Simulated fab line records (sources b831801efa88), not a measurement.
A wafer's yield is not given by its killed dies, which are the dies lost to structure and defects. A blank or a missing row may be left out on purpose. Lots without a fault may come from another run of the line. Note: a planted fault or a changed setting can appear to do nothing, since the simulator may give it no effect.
Chamber matching | flow sky130 | rie_diel-03 running SKY_VIA1_ETCH_15: 4 sister chambers
The step etches SiO2 in C4F8/O2/Ar, stops on TiN, target depth 351 nm, time 54 s. 30 wafers are shown with their chamber, then 12 later ones without.

== WAFERS, EACH WITH ITS CHAMBER ==
wafer  | chamber | oes_product_au (a.u.)
L075.3 | 3       | 0.990
L075.4 | 0       | 0.986
L075.5 | 3       | 0.980
L076.3 | 0       | 0.972
L076.4 | 3       | 0.997
L076.6 | 2       | 0.978
L077.1 | 2       | 0.983
L077.2 | 3       | 0.980
L077.3 | 0       | 0.992
L077.4 | 0       | 0.984
L077.5 | 2       | 0.981
L077.6 | 3       | 0.988
L078.1 | 3       | 0.979
L078.2 | 1       | 0.981
L078.3 | 0       | 0.986
L078.4 | 2       | 0.988
L078.5 | 2       | 0.981
L078.6 | 1       | 0.980
L079.2 | 3       | 0.991
L079.4 | 0       | 0.986
L079.5 | 1       | 0.985
L080.1 | 1       | 0.984
L080.2 | 0       | 0.977
L080.3 | 2       | 0.984
L082.1 | 2       | 0.980
L082.4 | 3       | 0.983
L082.6 | 2       | 0.988
L084.1 | 1       | 0.986
L084.5 | 3       | 0.981
L084.6 | 0       | 0.985

SIGNATURES, as means of the wafers listed above
reading        | chamber 0 | chamber 1 | chamber 2 | chamber 3 | scatter within a chamber
oes_product_au | 0.98350   | 0.98320   | 0.98287   | 0.98544   | 0.00521
Rule: for each reading, subtract the chamber's mean from the wafer's reading, divide by that reading's scatter and square the result; add these up over the readings and take the root, which gives the wafer's distance from the chamber. The wafer belongs to the nearest chamber; if the next one is less than 2 further off, it can't be placed. The scatter is the square root of a quotient: the sum, over the shown wafers, of each reading's squared deviation from its chamber's mean, divided by wafers minus chambers.

== WAFERS WHOSE CHAMBER IS MISSING ==
wafer  | oes_product_au (a.u.)
L085.2 | 0.976
L085.4 | 0.979
L085.5 | 0.984
L086.2 | 0.977
L086.3 | 0.993
L086.6 | 0.981
L093.2 | 0.985
L093.3 | 0.974
L093.5 | 0.978
L095.4 | 0.983
L095.5 | 0.991
L095.6 | 0.974

== THE CHAMBER EACH PASSED THROUGH ==
wafer  | from the rows above               | in truth
L085.2 | can't be placed: 2 or 1 or 0 or 3 | 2
L085.4 | can't be placed: 2 or 1 or 0 or 3 | 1
L085.5 | can't be placed: 0 or 1 or 2 or 3 | 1
L086.2 | can't be placed: 2 or 1 or 0 or 3 | 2
L086.3 | can't be placed: 3 or 0 or 1 or 2 | 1
L086.6 | can't be placed: 2 or 1 or 0 or 3 | 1
L093.2 | can't be placed: 3 or 0 or 1 or 2 | 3
L093.3 | can't be placed: 2 or 1 or 0 or 3 | 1
L093.5 | can't be placed: 2 or 1 or 0 or 3 | 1
L095.4 | can't be placed: 2 or 1 or 0 or 3 | 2
L095.5 | can't be placed: 3 or 0 or 1 or 2 | 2
L095.6 | can't be placed: 2 or 1 or 0 or 3 | 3
Placed correctly: 0 of 12. From these rows, 12 cannot be placed; in 12 the true chamber is one of the candidates. Number placed wrongly: 0.
